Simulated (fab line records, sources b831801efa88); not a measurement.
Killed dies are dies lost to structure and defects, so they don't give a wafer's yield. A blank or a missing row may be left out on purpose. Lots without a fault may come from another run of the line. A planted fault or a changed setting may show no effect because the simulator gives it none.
Tool commonality check | flow gf180mcu | 9 lots, 27 wafers sampled

WHY IT WAS OPENED
At GF_NSD_CD_MEAS_07 the reading cd_nm is flagged on 2 of 9 lots. Wafers without a fault read 399.8 nm, standard deviation 1.9.
Rule: a lot is flagged when every wafer of it that has a number lies more than 4 standard deviations from that mean, or none has a number. The other lots count as sound.

lot  | measured     | on        | cd_nm (nm), wafer by wafer | flag
L874 | day 13 04:38 | cd_sem-01 | 400.9 400.8 399.2          |
L875 | day 13 18:02 | cd_sem-02 | 400.6 399.8 400.2          |
L876 | day 14 03:16 | cd_sem-01 | 397.2 397.4 397.6          |
L882 | day 16 02:14 | cd_sem-01 | 364.0 365.4 364.2          | FLAGGED
L884 | day 16 19:30 | cd_sem-01 | 371.0 371.8 373.1          | FLAGGED
L888 | day 18 01:57 | cd_sem-01 | 400.6 401.7 400.4          |
L892 | day 19 14:35 | cd_sem-02 | 399.9 398.5 399.1          |
L894 | day 20 07:53 | cd_sem-02 | 400.1 401.9 400.4          |
L896 | day 20 22:51 | cd_sem-01 | 401.6 401.2 402.0          |
The numbers of the flagged lots are 368.2 nm on average: -31.6 nm against the usual, or -17 standard deviations.

WHICH TOOL RAN EACH LOT
The record holds 3 process steps before the reading, out of a route of 602 steps. In each cell: the tool, then ch and the chambers that the sampled wafers went through, then the start.
lot  | flag    | GF_HV_LDD_STRIP_37                   | GF_HV_LDD_RTA_52                 | GF_NSD_EXPOSE_04
L874 |         | plasma_asher-03 ch 0,1, day 11 10:08 | rtp_anneal-01 ch 0, day 12 05:15 | iline_stepper-02 ch 0, day 12 18:55
L875 |         | plasma_asher-03 ch 0,1, day 11 22:05 | rtp_anneal-02 ch 0, day 12 17:51 | iline_stepper-01 ch 0, day 13 08:04
L876 |         | plasma_asher-04 ch 0,1, day 12 08:08 | rtp_anneal-02 ch 0, day 13 04:07 | iline_stepper-02 ch 0, day 13 17:20
L882 | FLAGGED | plasma_asher-02 ch 0,1, day 14 02:26 | rtp_anneal-01 ch 0, day 15 00:30 | iline_stepper-01 ch 0, day 15 15:35
L884 | FLAGGED | plasma_asher-03 ch 0,1, day 14 20:43 | rtp_anneal-01 ch 0, day 15 18:02 | iline_stepper-01 ch 0, day 16 08:27
L888 |         | plasma_asher-03 ch 0, day 16 01:24   | rtp_anneal-02 ch 0, day 16 23:43 | iline_stepper-02 ch 0, day 17 14:25
L892 |         | plasma_asher-02 ch 0,1, day 17 11:26 | rtp_anneal-01 ch 0, day 18 11:36 | iline_stepper-02 ch 0, day 19 02:34
L894 |         | plasma_asher-02 ch 0,1, day 18 04:24 | rtp_anneal-01 ch 0, day 19 05:16 | iline_stepper-02 ch 0, day 19 19:58
L896 |         | plasma_asher-03 ch 0,1, day 18 17:14 | rtp_anneal-02 ch 0, day 19 18:27 | iline_stepper-02 ch 0, day 20 11:01
What these steps do:
- GF_HV_LDD_STRIP_37: strips in O2/N2.
- GF_HV_LDD_RTA_52: time 10 s.
- GF_NSD_EXPOSE_04: exposes mask Nplus, target cd 400 nm.
- GF_NSD_CD_MEAS_07: target cd 400 nm.

FLAGGED OVER TOTAL, TOOL BY TOOL (the gauges that took the reading come last)
step               | tool             | lots run | flagged | share of the flagged lots | sound lots run after its first flagged lot
GF_HV_LDD_STRIP_37 | plasma_asher-02  | 3        | 1       | some                      | 2 (L892,L894)
GF_HV_LDD_STRIP_37 | plasma_asher-03  | 5        | 1       | some                      | 2 (L888,L896)
GF_HV_LDD_STRIP_37 | plasma_asher-04  | 1        | 0       | none                      | -
GF_HV_LDD_RTA_52   | rtp_anneal-01    | 5        | 2       | all                       | 2 (L892,L894)
GF_HV_LDD_RTA_52   | rtp_anneal-02    | 4        | 0       | none                      | -
GF_NSD_EXPOSE_04   | iline_stepper-01 | 3        | 2       | all                       | 0
GF_NSD_EXPOSE_04   | iline_stepper-02 | 6        | 0       | none                      | -
GF_NSD_CD_MEAS_07  | cd_sem-01        | 6        | 2       | all                       | 2 (L888,L896)
GF_NSD_CD_MEAS_07  | cd_sem-02        | 3        | 0       | none                      | -

WHAT THE TABLE ALLOWS
3 rows of the table ran every flagged lot: rtp_anneal-01 at GF_HV_LDD_RTA_52, iline_stepper-01 at GF_NSD_EXPOSE_04, cd_sem-01 at GF_NSD_CD_MEAS_07.
- rtp_anneal-01 at GF_HV_LDD_RTA_52: 2 of its 5 lots flagged. Sound lots ran on it after the first flagged one (L892, L894), which a lasting fault on the whole tool wouldn't allow.
- iline_stepper-01 at GF_NSD_EXPOSE_04: 2 of its 3 lots flagged. Its last sound lot is L875 (day 13 08:04), its first flagged lot L882 (day 15 15:35): a fault that began between those two fits. Its own readings lie more than 4 standard deviations out on every wafer of the flagged lots: exposure_dose_mJ_cm2.
- cd_sem-01 at GF_NSD_CD_MEAS_07: 2 of its 6 lots flagged. Sound lots ran on it after the first flagged one (L888, L896), which a lasting fault on the whole tool wouldn't allow.
One tool is left: iline_stepper-01 at GF_NSD_EXPOSE_04.

WHAT THE SIMULATOR HAD PUT IN
Process parameter drift: iline_stepper-01, from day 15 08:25 on, at GF_NSD_EXPOSE_04. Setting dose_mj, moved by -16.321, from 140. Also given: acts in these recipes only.
Lots struck among those shown: L882, L884. The rule above found the same.
